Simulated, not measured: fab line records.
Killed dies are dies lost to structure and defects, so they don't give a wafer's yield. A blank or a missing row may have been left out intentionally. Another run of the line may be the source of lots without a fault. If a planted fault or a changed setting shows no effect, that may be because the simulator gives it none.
Struck lot and sound lot, side by side / flow gf180mcu / 44 out of 602 route steps
Sound: the wafers L421.1, L421.2, L421.3. Struck: wafer L438.4; the same lot's L438.5 was not struck, so it is left out; see the end for the cause.
For every step that has rows: the tool of each side, followed by ch and its chambers, followed by its first start. Under that, the readings that differ: sound wafers / struck wafers / difference of the means / sigmas: that difference in standard deviations of wafers without a fault.
alike: same words and numbers on both sides, and readings whose means sit less than 2 such deviations apart. not compared: any withheld reading, any reading some wafer has no value for, any bound like >300 that may hide the same value, and any number with overlapping values for which the record gives no deviation.
Wherever a step has rows on one side only, a row that says differs or no value, or a row with sigmas, the two part there. When numbers do not overlap yet have no deviation, they are printed without sigmas and do not part them. A reading missing from all wafers of one side parts the sides only when that side holds two or more wafers.

first, 4 steps without rows for these wafers: GF_V3_STRIP_19 (strips in post etch residue remover, time 1200 s); GF_V3_CLEAN_20 (cleans in DIW); GF_V3_SPUTTER_21 (material Ti, target thk 15 nm, time 80.02 s); GF_V3_SPUTTER_22 (material TiN, target thk 10 nm, time 40 s).
GF_V3_CVD_23: deposits W, target thk 350 nm, time 104.9 s.
  sound on cvd w-02 ch 0,1, day 22 13:43; struck on cvd w-01 ch 1, day 28 18:14
  alike: chamber pressure Torr, heater power w
GF_V3_RS_MEAS_24: measures by four-point-probe.
  struck on film metro-03, day 28 18:22; sound on film metro-03, day 22 13:50
  alike: V3_W_RS
GF_V3_THK_MEAS_25: measures by xrf.
  struck on film metro-03, day 28 18:27; sound on film metro-03, day 22 13:57
  alike: V3_W_THK
GF_V3_CMP_26: polishes, stops on SiO2, t overpolish 15 s, target thk 0 nm.
  sound on cmp-02 ch 0,2,3, day 22 14:01; struck on cmp-02 ch 3, day 28 18:43
  alike: head pressure psi, motor current A, overpolish run s, time to endpoint s
then, 3 steps without rows for these wafers: GF_M4_SPUTTER_00 (material Ti, target thk 37.5 nm, time 150 s); GF_M4_SPUTTER_01 (material TiN, target thk 30 nm, time 25 s); GF_M4_SPUTTER_02 (material AlCu, target thk 450 nm, time 23.9 s).
GF_M4_SPUTTER_03: material Ti, target thk 10 nm, time 6.7 s.
  struck on pvd sputter-04, day 28 19:08; sound on pvd sputter-04, day 22 14:28
  alike: throttle valve pct
GF_M4_SPUTTER_04: material TiN, target thk 50 nm, time 41.7 s.
  struck on pvd sputter-04, day 28 19:09; sound on pvd sputter-04, day 22 14:30
reading=model.TiN_of_M4_SPUTTER_04.thk nm (nm); sound=49.4 49.18 49.7; struck=62.16; difference=+12.73; sigmas=
  alike: throttle valve pct
GF_M4_RS_MEAS_05: measures by four-point-probe.
  struck on film metro-03, day 28 19:15; sound on film metro-04, day 22 14:32
reading=M4_ALCU_RS (ohm/sq); sound=0.0691 0.0694 0.0691; struck=0.0714; difference=+0.0022; sigmas=+3
GF_M4_THK_MEAS_06: measures by xrf.
  struck on film metro-03, day 28 19:20; sound on film metro-04, day 22 14:40
reading=M4_ALCU_THK (nm); sound=453 452 453; struck=428; difference=-25; sigmas=-4
then, 7 steps without rows for these wafers: GF_M4_DEHYDRATE_07 (time 60 s); GF_M4_HMDS_08 (prime time 60 s); GF_M4_COAT_09 (resist thk 1000 nm); GF_M4_SOFTBAKE_10 (time 60 s); GF_M4_EXPOSE_11 (exposes mask Metal4, target cd 280 nm); GF_M4_PEB_12 (peb time 90 s); GF_M4_DEVELOP_13 (develop time 60 s).
GF_M4_CD_MEAS_14 targets a cd of 280 nm.
  struck on cd sem-01, day 29 14:03; sound on cd sem-01, day 23 12:56
reading=cd nm (nm); sound=279.7 281.0 280.6; struck=277.4; difference=-3.0; sigmas=-2
GF_M4_OVL_MEAS_15:
  struck on overlay-02, day 29 14:08; sound on overlay-01, day 23 13:04
reading=M4_OVL (nm); sound=-3 -7 -7; struck=7; difference=+13; sigmas=+2
GF_M4_METAL_ETCH_16: etches the open film in Cl2/BCl3, stops on SiO2, target depth 750.8 nm, time 125.1 s.
  sound on rie metal-04 ch 1, day 23 13:06; struck on rie metal-04 ch 0, day 29 14:11
  alike: bias w, chamber pressure mTorr, drypump motor current A, oes product au, throttle valve pct
  not compared: rf hours counter h
then, 4 steps without rows for these wafers: GF_M4_STRIP_17 (strips in O2/N2); GF_M4_STRIP_18 (strips in post etch residue remover, time 1200 s); GF_M4_CLEAN_19 (cleans in DIW); GF_V4_CVD_00 (deposits SiO2, target thk 600 nm, time 100 s).
GF_V4_THK_MEAS_01:
  struck on film metro-02, day 29 15:16; sound on film metro-01, day 23 13:58
  alike: V4_CVD_00_THK
then, 1 step without rows for these wafers: GF_V4_CVD_02 (deposits SiO2 from TEOS, target thk 850 nm, time 94.851 s).
GF_V4_THK_MEAS_03:
  struck on film metro-01, day 29 15:23; sound on film metro-04, day 23 14:05
reading=V4_CVD_02_THK (nm); sound=832 833 832; struck=868; difference=+36; sigmas=+3
GF_V4_CMP_04: polishes SiO2.
  sound on cmp-01 ch 0,1,3, day 23 14:12; struck on cmp-02 ch 2, day 29 15:25
reading=time to endpoint s (s); sound=76 80 71; struck=86; difference=+10; sigmas=+2
  alike: head pressure psi, motor current A
GF_V4_BOW_MEAS_05:
  struck on film metro-02, day 29 15:47; sound on film metro-02, day 23 14:27
  alike: V4_BOW
then, 8 steps without rows for these wafers: GF_V4_DEHYDRATE_06 (time 60 s); GF_V4_HMDS_07 (prime time 60 s); GF_V4_COAT_08; GF_V4_COAT_09 (resist thk 1000 nm); GF_V4_SOFTBAKE_10 (time 60 s); GF_V4_EXPOSE_11 (exposes mask Via4, target cd 260 nm); GF_V4_PEB_12 (peb time 90 s); GF_V4_DEVELOP_13 (develop time 60 s).
GF_V4_STRIP_19: strips in post etch residue remover, time 1200 s.
  sound on wet bench-02 ch 3, day 24 12:34; struck on wet bench-02 ch 3, day 30 10:38
reading=model.TiN_of_M4_SPUTTER_04.thk nm (nm); sound=48.55 48.33 48.84; struck=61.33; difference=+12.76; sigmas=
following that, these wafers have no rows for 1 step: GF_PASSIVATION_PROBE_99.

== WHERE THEY PART ==
First at GF_M4_RS_MEAS_05; last, within this record, at GF_V4_CMP_04. Later steps at which nothing parts them and some readings are alike: GF_V4_BOW_MEAS_05.

WHY: what had been put in by the simulator
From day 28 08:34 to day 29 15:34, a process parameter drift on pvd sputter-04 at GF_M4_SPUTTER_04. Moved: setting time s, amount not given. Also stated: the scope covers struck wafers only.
